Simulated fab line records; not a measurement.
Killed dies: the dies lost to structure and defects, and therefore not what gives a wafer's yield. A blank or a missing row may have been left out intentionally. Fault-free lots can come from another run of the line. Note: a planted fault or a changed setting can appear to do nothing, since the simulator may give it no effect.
Which tool is to blame? / flow sky130 / 24 lots, 72 wafers sampled, at 5 steps of a route of 708

== WHAT THE GAUGES READ, wafer by wafer ==
SKY_METAL3_CD_MEAS_13: the cd target is 300 nm. Usual: cd nm reads 299.3 nm (standard deviation 1.4).
lot=L075; measured=day 38 11:16; on=cd sem-01; cd nm (nm)=298.3 300.6 298.4; flag=
lot=L074; measured=day 38 12:43; on=cd sem-01; cd nm (nm)=297.3 296.5 297.4; flag=
lot=L076; measured=day 38 20:52; on=cd sem-01; cd nm (nm)=299.9 299.5 299.9; flag=
lot=L077; measured=day 39 00:51; on=cd sem-01; cd nm (nm)=299.4 298.9 299.4; flag=
lot=L078; measured=day 39 06:35; on=cd sem-01; cd nm (nm)=299.3 298.2 298.2; flag=
lot=L079; measured=day 39 17:31; on=cd sem-01; cd nm (nm)=300.2 300.2 300.0; flag=
lot=L080; measured=day 40 00:13; on=cd sem-01; cd nm (nm)=301.1 300.4 302.1; flag=
lot=L081; measured=day 40 22:46; on=cd sem-02; cd nm (nm)=296.6 297.5 296.5; flag=
lot=L082; measured=day 41 01:53; on=cd sem-02; cd nm (nm)=299.1 300.0 300.7; flag=
lot=L083; measured=day 41 03:02; on=cd sem-02; cd nm (nm)=299.5 301.8 300.3; flag=
lot=L084; measured=day 41 12:40; on=cd sem-02; cd nm (nm)=298.3 297.1 297.5; flag=
lot=L085; measured=day 41 14:19; on=cd sem-02; cd nm (nm)=298.7 300.3 297.4; flag=
lot=L087; measured=day 42 14:36; on=cd sem-01; cd nm (nm)=301.7 300.7 300.3; flag=
lot=L086; measured=day 42 16:13; on=cd sem-01; cd nm (nm)=299.7 299.2 299.8; flag=
lot=L088; measured=day 42 18:08; on=cd sem-02; cd nm (nm)=298.2 298.3 299.2; flag=
lot=L089; measured=day 43 04:59; on=cd sem-02; cd nm (nm)=298.8 298.6 298.6; flag=
lot=L092; measured=day 43 07:39; on=cd sem-02; cd nm (nm)=297.6 298.2 297.0; flag=
lot=L090; measured=day 43 09:17; on=cd sem-02; cd nm (nm)=300.1 299.6 298.4; flag=
lot=L091; measured=day 43 11:26; on=cd sem-02; cd nm (nm)=298.6 299.0 298.9; flag=
lot=L093; measured=day 43 13:52; on=cd sem-01; cd nm (nm)=299.9 302.0 301.1; flag=
lot=L094; measured=day 43 20:13; on=cd sem-01; cd nm (nm)=300.9 298.4 299.4; flag=
lot=L095; measured=day 44 04:23; on=cd sem-01; cd nm (nm)=299.8 300.0 298.1; flag=
lot=L096; measured=day 44 12:10; on=cd sem-01; cd nm (nm)=297.8 299.5 300.5; flag=
lot=L097; measured=day 44 20:25; on=cd sem-01; cd nm (nm)=300.7 301.9 300.7; flag=

SKY_METAL4_CD_MEAS_13: the cd target is 300 nm. Usual: cd nm reads 299.7 nm (standard deviation 1.8).
lot=L075; measured=day 41 15:28; on=cd sem-02; cd nm (nm)=300.3 298.8 298.2; flag=
lot=L074; measured=day 41 17:55; on=cd sem-01; cd nm (nm)=299.8 299.7 298.4; flag=
lot=L076; measured=day 42 01:00; on=cd sem-02; cd nm (nm)=299.6 299.3 299.4; flag=
lot=L077; measured=day 42 04:43; on=cd sem-02; cd nm (nm)=300.2 300.8 300.1; flag=
lot=L078; measured=day 42 11:13; on=cd sem-02; cd nm (nm)=302.1 301.4 301.2; flag=
lot=L079; measured=day 42 20:43; on=cd sem-02; cd nm (nm)=297.9 297.6 297.4; flag=
lot=L080; measured=day 43 01:52; on=cd sem-02; cd nm (nm)=299.5 298.8 299.0; flag=
lot=L081; measured=day 44 00:46; on=cd sem-01; cd nm (nm)=298.2 298.7 298.1; flag=
lot=L082; measured=day 44 02:35; on=cd sem-01; cd nm (nm)=299.9 300.0 299.9; flag=
lot=L083; measured=day 44 04:02; on=cd sem-01; cd nm (nm)=296.7 298.7 296.5; flag=
lot=L084; measured=day 44 13:07; on=cd sem-02; cd nm (nm)=301.2 300.9 299.6; flag=
lot=L085; measured=day 44 15:42; on=cd sem-01; cd nm (nm)=299.3 299.1 299.2; flag=
lot=L087; measured=day 45 13:56; on=cd sem-01; cd nm (nm)=299.2 297.9 299.5; flag=
lot=L086; measured=day 45 15:22; on=cd sem-02; cd nm (nm)=294.7 295.5 294.2; flag=
lot=L088; measured=day 45 16:32; on=cd sem-01; cd nm (nm)=301.4 301.9 299.3; flag=
lot=L089; measured=day 46 03:32; on=cd sem-01; cd nm (nm)=298.7 300.5 299.2; flag=
lot=L092; measured=day 46 05:14; on=cd sem-01; cd nm (nm)=300.0 300.8 299.3; flag=
lot=L090; measured=day 46 07:02; on=cd sem-01; cd nm (nm)=301.1 300.1 300.3; flag=
lot=L091; measured=day 46 08:53; on=cd sem-01; cd nm (nm)=300.4 301.1 301.7; flag=
lot=L093; measured=day 46 10:40; on=cd sem-01; cd nm (nm)=300.8 299.7 300.8; flag=
lot=L094; measured=day 46 15:10; on=cd sem-02; cd nm (nm)=303.9 304.8 304.1; flag=
lot=L095; measured=day 46 23:31; on=cd sem-02; cd nm (nm)=299.6 300.3 298.7; flag=
lot=L096; measured=day 47 06:55; on=cd sem-01; cd nm (nm)=301.0 301.0 302.4; flag=
lot=L097; measured=day 47 12:37; on=cd sem-01; cd nm (nm)=299.5 299.0 298.5; flag=

== TOOL THAT RAN EACH LOT (tool first, then ch and the chambers of the sampled wafers, then the start) ==
lot=L075; SKY_VIA2_CMP_02=cmp-01 ch 0,1,2, day 35 03:40; SKY_VIA2_ETCH_15=rie diel-03 ch 2,3, day 36 06:07; SKY_CAPM_METAL_ETCH_13=rie metal-02 ch 0,1, day 37 09:21
lot=L074; SKY_VIA2_CMP_02=cmp-01 ch 0,2,3, day 35 04:05; SKY_VIA2_ETCH_15=rie diel-04 ch 0,3, day 36 06:50; SKY_CAPM_METAL_ETCH_13=rie metal-01 ch 0,1, day 37 10:22
lot=L076; SKY_VIA2_CMP_02=cmp-01 ch 1,2, day 35 13:32; SKY_VIA2_ETCH_15=rie diel-03 ch 2,3, day 36 16:04; SKY_CAPM_METAL_ETCH_13=rie metal-02 ch 0,1, day 37 18:59
lot=L077; SKY_VIA2_CMP_02=cmp-02 ch 1,2,3, day 35 17:29; SKY_VIA2_ETCH_15=rie diel-03 ch 0,2, day 36 20:19; SKY_CAPM_METAL_ETCH_13=rie metal-01 ch 0,1, day 38 00:28
lot=L078; SKY_VIA2_CMP_02=cmp-02 ch 1,2,3, day 35 22:55; SKY_VIA2_ETCH_15=rie diel-02 ch 1,2,3, day 37 01:47; SKY_CAPM_METAL_ETCH_13=rie metal-02 ch 0,1, day 38 05:28
lot=L079; SKY_VIA2_CMP_02=cmp-02 ch 0,1,2, day 36 11:00; SKY_VIA2_ETCH_15=rie diel-02 ch 0,3, day 37 13:50; SKY_CAPM_METAL_ETCH_13=rie metal-02 ch 0,1, day 38 16:43
lot=L080; SKY_VIA2_CMP_02=cmp-01 ch 1,2, day 36 18:02; SKY_VIA2_ETCH_15=rie diel-02 ch 1,3, day 37 20:58; SKY_CAPM_METAL_ETCH_13=rie metal-02 ch 0,1, day 38 22:59
lot=L081; SKY_VIA2_CMP_02=cmp-02 ch 0,1,3, day 37 16:44; SKY_VIA2_ETCH_15=rie diel-04 ch 2,3, day 38 18:40; SKY_CAPM_METAL_ETCH_13=rie metal-01 ch 0, day 39 21:19
lot=L082; SKY_VIA2_CMP_02=cmp-02 ch 0,2, day 37 22:32; SKY_VIA2_ETCH_15=rie diel-03 ch 0,2,3, day 38 23:28; SKY_CAPM_METAL_ETCH_13=rie metal-02 ch 0, day 40 01:20
lot=L083; SKY_VIA2_CMP_02=cmp-02 ch 0,1,3, day 37 22:56; SKY_VIA2_ETCH_15=rie diel-04 ch 0,1,2, day 38 23:52; SKY_CAPM_METAL_ETCH_13=rie metal-01 ch 0, day 40 02:04
lot=L084; SKY_VIA2_CMP_02=cmp-02 ch 0,1,3, day 38 07:50; SKY_VIA2_ETCH_15=rie diel-04 ch 1,2, day 39 09:11; SKY_CAPM_METAL_ETCH_13=rie metal-01 ch 0,1, day 40 11:46
lot=L085; SKY_VIA2_CMP_02=cmp-01 ch 1,2, day 38 11:32; SKY_VIA2_ETCH_15=rie diel-03 ch 2,3, day 39 12:14; SKY_CAPM_METAL_ETCH_13=rie metal-04 ch 0,1, day 40 14:26
lot=L087; SKY_VIA2_CMP_02=cmp-02 ch 1,2, day 39 13:14; SKY_VIA2_ETCH_15=rie diel-02 ch 0,1,3, day 40 14:13; SKY_CAPM_METAL_ETCH_13=rie metal-04 ch 0,1, day 41 15:01
lot=L086; SKY_VIA2_CMP_02=cmp-02 ch 0,1,2, day 39 14:50; SKY_VIA2_ETCH_15=rie diel-04 ch 0,1,3, day 40 16:05; SKY_CAPM_METAL_ETCH_13=rie metal-04 ch 0,1, day 41 17:36
lot=L088; SKY_VIA2_CMP_02=cmp-02 ch 0,1,2, day 39 18:01; SKY_VIA2_ETCH_15=rie diel-04 ch 1,2,3, day 40 18:29; SKY_CAPM_METAL_ETCH_13=rie metal-01 ch 1, day 41 19:25
lot=L089; SKY_VIA2_CMP_02=cmp-02 ch 2,3, day 40 03:50; SKY_VIA2_ETCH_15=rie diel-03 ch 0,3, day 41 04:31; SKY_CAPM_METAL_ETCH_13=rie metal-04 ch 0,1, day 42 05:39
lot=L092; SKY_VIA2_CMP_02=cmp-02 ch 1,2, day 40 06:32; SKY_VIA2_ETCH_15=rie diel-02 ch 2,3, day 41 06:58; SKY_CAPM_METAL_ETCH_13=rie metal-04 ch 0,1, day 42 08:15
lot=L090; SKY_VIA2_CMP_02=cmp-02 ch 0,1,3, day 40 08:26; SKY_VIA2_ETCH_15=rie diel-03 ch 1,2, day 41 09:11; SKY_CAPM_METAL_ETCH_13=rie metal-02 ch 1, day 42 09:51
lot=L091; SKY_VIA2_CMP_02=cmp-02 ch 1,2,3, day 40 11:02; SKY_VIA2_ETCH_15=rie diel-02 ch 0,3, day 41 11:01; SKY_CAPM_METAL_ETCH_13=rie metal-04 ch 0,1, day 42 12:04
lot=L093; SKY_VIA2_CMP_02=cmp-02 ch 1,2,3, day 40 15:05; SKY_VIA2_ETCH_15=rie diel-03 ch 2,3, day 41 14:32; SKY_CAPM_METAL_ETCH_13=rie metal-02 ch 0,1, day 42 15:01
lot=L094; SKY_VIA2_CMP_02=cmp-02 ch 0,1,3, day 40 20:40; SKY_VIA2_ETCH_15=rie diel-04 ch 0,1, day 41 20:40; SKY_CAPM_METAL_ETCH_13=rie metal-01 ch 0,1, day 42 21:09
lot=L095; SKY_VIA2_CMP_02=cmp-01 ch 0,2,3, day 41 05:15; SKY_VIA2_ETCH_15=rie diel-03 ch 1,2,3, day 42 04:37; SKY_CAPM_METAL_ETCH_13=rie metal-04 ch 0,1, day 43 04:40
lot=L096; SKY_VIA2_CMP_02=cmp-01 ch 1,3, day 41 14:42; SKY_VIA2_ETCH_15=rie diel-02 ch 0,3, day 42 13:34; SKY_CAPM_METAL_ETCH_13=rie metal-02 ch 0,1, day 43 13:27
lot=L097; SKY_VIA2_CMP_02=cmp-01 ch 0,1,2, day 41 20:18; SKY_VIA2_ETCH_15=rie diel-04 ch 0,2,3, day 42 20:02; SKY_CAPM_METAL_ETCH_13=rie metal-04 ch 0,1, day 43 21:16
- SKY_VIA2_CMP_02: polishes SiO2.
- SKY_VIA2_ETCH_15: etches SiO2 in C4F8/O2/Ar, stops on TiN, target depth 546 nm, time 84 s.
- SKY_CAPM_METAL_ETCH_13: etches TiN in Cl2/BCl3, stops on SiO2, target depth 220 nm, time 62.9 s.

== AS READ BY THE TOOLS THEMSELVES (means over the sampled wafers that have a number; for cases with no such wafer, the mark the record gives instead) ==
SKY_VIA2_CMP_02. Usual: head pressure psi 4.001 psi, standard deviation 0.0083; motor current A 12.5 A, standard deviation 1.1.
lot=L075; tool=cmp-01; head pressure psi (psi)=3.998; motor current A (A)=13.2; flag=
lot=L074; tool=cmp-01; head pressure psi (psi)=4.001; motor current A (A)=12.3; flag=
lot=L076; tool=cmp-01; head pressure psi (psi)=3.992; motor current A (A)=13.9; flag=
lot=L077; tool=cmp-02; head pressure psi (psi)=4.001; motor current A (A)=12.3; flag=
lot=L078; tool=cmp-02; head pressure psi (psi)=4.010; motor current A (A)=12.1; flag=
lot=L079; tool=cmp-02; head pressure psi (psi)=4.005; motor current A (A)=11.8; flag=
lot=L080; tool=cmp-01; head pressure psi (psi)=3.994; motor current A (A)=12.9; flag=
lot=L081; tool=cmp-02; head pressure psi (psi)=3.994; motor current A (A)=11.8; flag=
lot=L082; tool=cmp-02; head pressure psi (psi)=3.998; motor current A (A)=12.0; flag=
lot=L083; tool=cmp-02; head pressure psi (psi)=4.011; motor current A (A)=11.9; flag=
lot=L084; tool=cmp-02; head pressure psi (psi)=3.998; motor current A (A)=12.1; flag=
lot=L085; tool=cmp-01; head pressure psi (psi)=4.002; motor current A (A)=12.9; flag=
lot=L087; tool=cmp-02; head pressure psi (psi)=4.006; motor current A (A)=12.0; flag=
lot=L086; tool=cmp-02; head pressure psi (psi)=4.004; motor current A (A)=11.8; flag=
lot=L088; tool=cmp-02; head pressure psi (psi)=4.002; motor current A (A)=12.0; flag=
lot=L089; tool=cmp-02; head pressure psi (psi)=3.999; motor current A (A)=13.4; flag=
lot=L092; tool=cmp-02; head pressure psi (psi)=4.000; motor current A (A)=11.9; flag=
lot=L090; tool=cmp-02; head pressure psi (psi)=4.008; motor current A (A)=12.5; flag=
lot=L091; tool=cmp-02; head pressure psi (psi)=4.001; motor current A (A)=12.2; flag=
lot=L093; tool=cmp-02; head pressure psi (psi)=3.998; motor current A (A)=12.7; flag=
lot=L094; tool=cmp-02; head pressure psi (psi)=4.001; motor current A (A)=12.5; flag=
lot=L095; tool=cmp-01; head pressure psi (psi)=4.001; motor current A (A)=13.0; flag=
lot=L096; tool=cmp-01; head pressure psi (psi)=4.002; motor current A (A)=13.9; flag=
lot=L097; tool=cmp-01; head pressure psi (psi)=4.003; motor current A (A)=13.1; flag=

SKY_VIA2_ETCH_15. Usual: chamber pressure mTorr 39.99 mTorr, standard deviation 0.04; oes product au 0.939 a.u., standard deviation 0.0043.
lot=L075; tool=rie diel-03; chamber pressure mTorr (mTorr)=40.01; oes product au (a.u.)=0.938; flag=
lot=L074; tool=rie diel-04; chamber pressure mTorr (mTorr)=39.96; oes product au (a.u.)=0.940; flag=
lot=L076; tool=rie diel-03; chamber pressure mTorr (mTorr)=39.95; oes product au (a.u.)=0.937; flag=
lot=L077; tool=rie diel-03; chamber pressure mTorr (mTorr)=40.00; oes product au (a.u.)=0.936; flag=
lot=L078; tool=rie diel-02; chamber pressure mTorr (mTorr)=39.99; oes product au (a.u.)=0.937; flag=
lot=L079; tool=rie diel-02; chamber pressure mTorr (mTorr)=39.97; oes product au (a.u.)=0.942; flag=
lot=L080; tool=rie diel-02; chamber pressure mTorr (mTorr)=39.97; oes product au (a.u.)=0.942; flag=
lot=L081; tool=rie diel-04; chamber pressure mTorr (mTorr)=39.98; oes product au (a.u.)=0.942; flag=
lot=L082; tool=rie diel-03; chamber pressure mTorr (mTorr)=40.01; oes product au (a.u.)=0.945; flag=
lot=L083; tool=rie diel-04; chamber pressure mTorr (mTorr)=39.97; oes product au (a.u.)=0.946; flag=
lot=L084; tool=rie diel-04; chamber pressure mTorr (mTorr)=40.01; oes product au (a.u.)=0.939; flag=
lot=L085; tool=rie diel-03; chamber pressure mTorr (mTorr)=40.01; oes product au (a.u.)=0.940; flag=
lot=L087; tool=rie diel-02; chamber pressure mTorr (mTorr)=39.94; oes product au (a.u.)=0.936; flag=
lot=L086; tool=rie diel-04; chamber pressure mTorr (mTorr)=40.03; oes product au (a.u.)=0.936; flag=
lot=L088; tool=rie diel-04; chamber pressure mTorr (mTorr)=39.99; oes product au (a.u.)=0.939; flag=
lot=L089; tool=rie diel-03; chamber pressure mTorr (mTorr)=39.99; oes product au (a.u.)=0.944; flag=
lot=L092; tool=rie diel-02; chamber pressure mTorr (mTorr)=40.02; oes product au (a.u.)=0.937; flag=
lot=L090; tool=rie diel-03; chamber pressure mTorr (mTorr)=39.98; oes product au (a.u.)=0.937; flag=
lot=L091; tool=rie diel-02; chamber pressure mTorr (mTorr)=40.04; oes product au (a.u.)=0.931; flag=
lot=L093; tool=rie diel-03; chamber pressure mTorr (mTorr)=40.00; oes product au (a.u.)=0.940; flag=
lot=L094; tool=rie diel-04; chamber pressure mTorr (mTorr)=39.99; oes product au (a.u.)=0.939; flag=
lot=L095; tool=rie diel-03; chamber pressure mTorr (mTorr)=39.99; oes product au (a.u.)=0.939; flag=
lot=L096; tool=rie diel-02; chamber pressure mTorr (mTorr)=40.01; oes product au (a.u.)=0.943; flag=
lot=L097; tool=rie diel-04; chamber pressure mTorr (mTorr)=40.01; oes product au (a.u.)=0.934; flag=

SKY_CAPM_METAL_ETCH_13. Usual: chamber pressure mTorr 10.000 mTorr, standard deviation 0.0085; drypump motor current A 5.9 A, standard deviation 0.41; oes product au 0.941 a.u., standard deviation 0.0076; throttle valve pct 21.902 %, standard deviation 0.009.
lot=L075; tool=rie metal-02; chamber pressure mTorr (mTorr)=10.001; drypump motor current A (A)=6.4; oes product au (a.u.)=0.939; throttle valve pct (%)=21.909; flag=
lot=L074; tool=rie metal-01; chamber pressure mTorr (mTorr)=10.003; drypump motor current A (A)=5.7; oes product au (a.u.)=0.947; throttle valve pct (%)=21.910; flag=
lot=L076; tool=rie metal-02; chamber pressure mTorr (mTorr)=9.994; drypump motor current A (A)=6.4; oes product au (a.u.)=0.941; throttle valve pct (%)=21.899; flag=
lot=L077; tool=rie metal-01; chamber pressure mTorr (mTorr)=9.993; drypump motor current A (A)=5.7; oes product au (a.u.)=0.940; throttle valve pct (%)=21.901; flag=
lot=L078; tool=rie metal-02; chamber pressure mTorr (mTorr)=9.993; drypump motor current A (A)=6.3; oes product au (a.u.)=0.943; throttle valve pct (%)=21.901; flag=
lot=L079; tool=rie metal-02; chamber pressure mTorr (mTorr)=9.994; drypump motor current A (A)=6.4; oes product au (a.u.)=0.942; throttle valve pct (%)=21.908; flag=
lot=L080; tool=rie metal-02; chamber pressure mTorr (mTorr)=9.999; drypump motor current A (A)=6.3; oes product au (a.u.)=0.941; throttle valve pct (%)=21.906; flag=
lot=L081; tool=rie metal-01; chamber pressure mTorr (mTorr)=9.997; drypump motor current A (A)=5.8; oes product au (a.u.)=0.941; throttle valve pct (%)=21.904; flag=
lot=L082; tool=rie metal-02; chamber pressure mTorr (mTorr)=10.002; drypump motor current A (A)=6.3; oes product au (a.u.)=0.932; throttle valve pct (%)=21.909; flag=
lot=L083; tool=rie metal-01; chamber pressure mTorr (mTorr)=9.995; drypump motor current A (A)=5.8; oes product au (a.u.)=0.931; throttle valve pct (%)=21.903; flag=
lot=L084; tool=rie metal-01; chamber pressure mTorr (mTorr)=10.004; drypump motor current A (A)=5.6; oes product au (a.u.)=0.935; throttle valve pct (%)=21.908; flag=
lot=L085; tool=rie metal-04; chamber pressure mTorr (mTorr)=9.994; drypump motor current A (A)=5.5; oes product au (a.u.)=0.940; throttle valve pct (%)=21.900; flag=
lot=L087; tool=rie metal-04; chamber pressure mTorr (mTorr)=10.002; drypump motor current A (A)=5.5; oes product au (a.u.)=0.949; throttle valve pct (%)=21.887; flag=
lot=L086; tool=rie metal-04; chamber pressure mTorr (mTorr)=10.003; drypump motor current A (A)=5.5; oes product au (a.u.)=0.941; throttle valve pct (%)=21.903; flag=
lot=L088; tool=rie metal-01; chamber pressure mTorr (mTorr)=9.992; drypump motor current A (A)=5.6; oes product au (a.u.)=0.943; throttle valve pct (%)=21.900; flag=
lot=L089; tool=rie metal-04; chamber pressure mTorr (mTorr)=10.001; drypump motor current A (A)=5.8; oes product au (a.u.)=0.932; throttle valve pct (%)=21.909; flag=
lot=L092; tool=rie metal-04; chamber pressure mTorr (mTorr)=10.001; drypump motor current A (A)=5.5; oes product au (a.u.)=0.943; throttle valve pct (%)=21.889; flag=
lot=L090; tool=rie metal-02; chamber pressure mTorr (mTorr)=10.006; drypump motor current A (A)=6.4; oes product au (a.u.)=0.943; throttle valve pct (%)=21.904; flag=
lot=L091; tool=rie metal-04; chamber pressure mTorr (mTorr)=10.002; drypump motor current A (A)=5.5; oes product au (a.u.)=0.945; throttle valve pct (%)=21.900; flag=
lot=L093; tool=rie metal-02; chamber pressure mTorr (mTorr)=10.004; drypump motor current A (A)=6.4; oes product au (a.u.)=0.947; throttle valve pct (%)=21.892; flag=
lot=L094; tool=rie metal-01; chamber pressure mTorr (mTorr)=9.999; drypump motor current A (A)=5.7; oes product au (a.u.)=0.935; throttle valve pct (%)=21.904; flag=
lot=L095; tool=rie metal-04; chamber pressure mTorr (mTorr)=10.001; drypump motor current A (A)=5.5; oes product au (a.u.)=0.949; throttle valve pct (%)=21.896; flag=
lot=L096; tool=rie metal-02; chamber pressure mTorr (mTorr)=9.997; drypump motor current A (A)=6.4; oes product au (a.u.)=0.946; throttle valve pct (%)=21.907; flag=
lot=L097; tool=rie metal-04; chamber pressure mTorr (mTorr)=9.993; drypump motor current A (A)=5.8; oes product au (a.u.)=0.941; throttle valve pct (%)=21.908; flag=

== THE ANSWER, worked out from the rows above alone ==
Rule: lot off if the mean of its wafers having a number is beyond 3 standard deviations from the usual mean. Also off: a lot with no number at a reading for which 4 or more lots have one. Where the step has rows for the other lots, those lots are counted as sound. First the gauges in route order, then the tools' own readings, where a lot's mean is used as printed above. At the first step where some lot is off, the reading lying furthest off is the one used; lots without a number count as furthest.
No lot is off at any reading shown: from this, nothing can be told.

== WHAT HAD BEEN PUT IN BY THE SIMULATOR ==
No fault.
